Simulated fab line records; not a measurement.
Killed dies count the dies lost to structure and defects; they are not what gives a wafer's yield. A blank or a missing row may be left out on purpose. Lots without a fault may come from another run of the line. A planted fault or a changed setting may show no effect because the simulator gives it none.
The tool behind it: which one?    flow sky130    13 lots, 39 wafers sampled, at 4 steps of a route of 708

WHAT EACH GAUGE READ, for each wafer
SKY_VIA1_BOW_MEAS_03. Usual: for VIA1_BOW the level is 81 um and the standard deviation is 7.7.
lot   measured      on             VIA1_BOW (um)  flag
L710  day 33 20:14  film_metro-03  90 75 79       
L711  day 33 20:58  film_metro-02  83 83 86       
L712  day 34 05:21  film_metro-03  77 82 69       
L713  day 34 19:43  film_metro-02  75 82 94       
L714  day 35 05:19  film_metro-02  83 77 88       
L715  day 35 17:20  film_metro-03  95 100 77      
L717  day 36 00:08  film_metro-03  71 87 82       
L719  day 36 13:09  film_metro-02  77 91 81       
L721  day 37 05:28  film_metro-02  83 77 76       
L725  day 38 10:09  film_metro-04  87 78 70       
L728  day 39 05:41  film_metro-02  87 85 88       
L729  day 40 00:43  film_metro-03  77 72 79       
L731  day 40 01:53  film_metro-03  100 93 81      

SKY_VIA2_BOW_MEAS_03. Usual: for VIA2_BOW the level is 87 um and the standard deviation is 7.6.
lot   measured      on             VIA2_BOW (um)  flag
L710  day 36 03:44  film_metro-03  98 85 88       
L711  day 36 05:26  film_metro-01  85 87 88       
L712  day 36 13:05  film_metro-03  82 86 75       
L713  day 37 02:30  film_metro-01  80 85 99       
L714  day 37 12:27  film_metro-01  86 81 93       
L715  day 38 00:43  film_metro-04  104 108 86     
L717  day 38 06:06  film_metro-03  77 95 89       
L719  day 38 19:30  film_metro-01  85 99 89       
L721  day 39 10:38  film_metro-01  86 81 82       
L725  day 40 15:39  film_metro-01  96 88 80       
L728  day 41 09:28  film_metro-01  91 91 92       
L729  day 42 03:47  film_metro-04  82 79 85       
L731  day 42 05:44  film_metro-03  106 100 88     

EACH LOT AND THE TOOL THAT RAN IT (in order: tool; ch and the chambers of the sampled wafers; start)
lot   SKY_METAL2_SPUTTER_04         SKY_METAL2_SOFTBAKE_11
L710  pvd_sputter-03, day 34 23:44  litho_track-03 ch 0, day 35 13:00
L711  pvd_sputter-01, day 35 01:22  litho_track-03 ch 0, day 35 15:00
L712  pvd_sputter-01, day 35 09:18  litho_track-04 ch 0, day 35 22:00
L713  pvd_sputter-03, day 35 23:28  litho_track-04 ch 0, day 36 12:00
L714  pvd_sputter-02, day 36 09:36  litho_track-01 ch 0, day 36 22:00
L715  pvd_sputter-03, day 36 21:33  litho_track-04 ch 0, day 37 10:00
L717  pvd_sputter-01, day 37 03:45  litho_track-04 ch 0, day 37 16:00
L719  pvd_sputter-02, day 37 16:27  litho_track-01 ch 0, day 38 04:00
L721  pvd_sputter-03, day 38 08:32  litho_track-03 ch 0, day 38 21:00
L725  pvd_sputter-02, day 39 13:26  litho_track-01 ch 0, day 40 02:00
L728  pvd_sputter-02, day 40 07:41  litho_track-03 ch 0, day 40 19:00
L729  pvd_sputter-03, day 41 02:30  litho_track-03 ch 0, day 41 14:00
L731  pvd_sputter-01, day 41 04:23  litho_track-04 ch 0, day 41 16:00
- SKY_METAL2_SPUTTER_04: material TiN, target thk 70 nm, time 61.14 s.
- SKY_METAL2_SOFTBAKE_11: time 90 s.

WHAT THE TOOLS THEMSELVES READ (means of the sampled wafers that have a number; where no wafer has one, the mark that the record gives instead)
SKY_METAL2_SPUTTER_04. Usual: 30.2 % for throttle_valve_pct, sd 1.3.
lot   tool            throttle_valve_pct (%)  flag
L710  pvd_sputter-03  30.2                    
L711  pvd_sputter-01  31.2                    
L712  pvd_sputter-01  31.3                    
L713  pvd_sputter-03  31.1                    
L714  pvd_sputter-02  29.7                    
L715  pvd_sputter-03  29.8                    
L717  pvd_sputter-01  29.7                    
L719  pvd_sputter-02  30.4                    
L721  pvd_sputter-03  30.7                    
L725  pvd_sputter-02  31.0                    
L728  pvd_sputter-02  29.9                    
L729  pvd_sputter-03  29.9                    
L731  pvd_sputter-01  29.0                    

SKY_METAL2_SOFTBAKE_11. Usual: heater_power_total_W 57.35 W, standard deviation 0.11; plate_temp_C 100.02 C, standard deviation 0.12.
lot   tool            heater_power_total_W (W)  plate_temp_C (C)  flag
L710  litho_track-03  57.35                     100.02            
L711  litho_track-03  57.33                     100.04            
L712  litho_track-04  57.38                     100.00            
L713  litho_track-04  57.45                     100.00            
L714  litho_track-01  57.34                     99.96             
L715  litho_track-04  57.27                     99.82             
L717  litho_track-04  57.33                     99.80             
L719  litho_track-01  57.30                     99.92             
L721  litho_track-03  57.35                     100.04            
L725  litho_track-01  57.19                     100.04            
L728  litho_track-03  56.56                     99.13             OFF
L729  litho_track-03  56.58                     99.05             OFF
L731  litho_track-04  57.33                     99.97             

THE ANSWER, worked out from the rows above alone
Rule: lot off if the mean of its wafers having a number is beyond 3 standard deviations from the usual mean. A lot without any number at a reading at which 4 lots or more have one is off too. The other lots that the step has rows for count as sound. Order of review: gauges by route order, followed by the tools' own readings, for which a lot's mean as printed above is used. At the first step where some lot is off, the reading lying furthest off is the one used; lots without a number count as furthest.
Off at SKY_METAL2_SOFTBAKE_11 (plate_temp_C): L728, L729.
If a tool, at that step or one of the process steps before it, ran each lot that is off and ran no sound lot following the first of them, it fits. One fits: SKY_METAL2_SOFTBAKE_11 on litho_track-03. Its last sound lot is L721 (day 38 21:00), its first lot that is off L728 (day 40 19:00): a fault that began between those two fits.
The tool's own readings at SKY_METAL2_SOFTBAKE_11 bear it out: on the lots that are off they differ by more than 5 times the standard deviation of the sound lots' means. heater_power_total_W reads 56.57 W there against 57.33 W on the sound lots; plate_temp_C reads 99.09 C there against 99.96 C on the sound lots.

WHAT HAD BEEN PUT IN BY THE SIMULATOR
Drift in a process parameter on litho_track-03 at SKY_METAL2_SOFTBAKE_11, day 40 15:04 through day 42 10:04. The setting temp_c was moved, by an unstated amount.
Shown lots that were struck: L728, L729. The rule above reached the same finding.
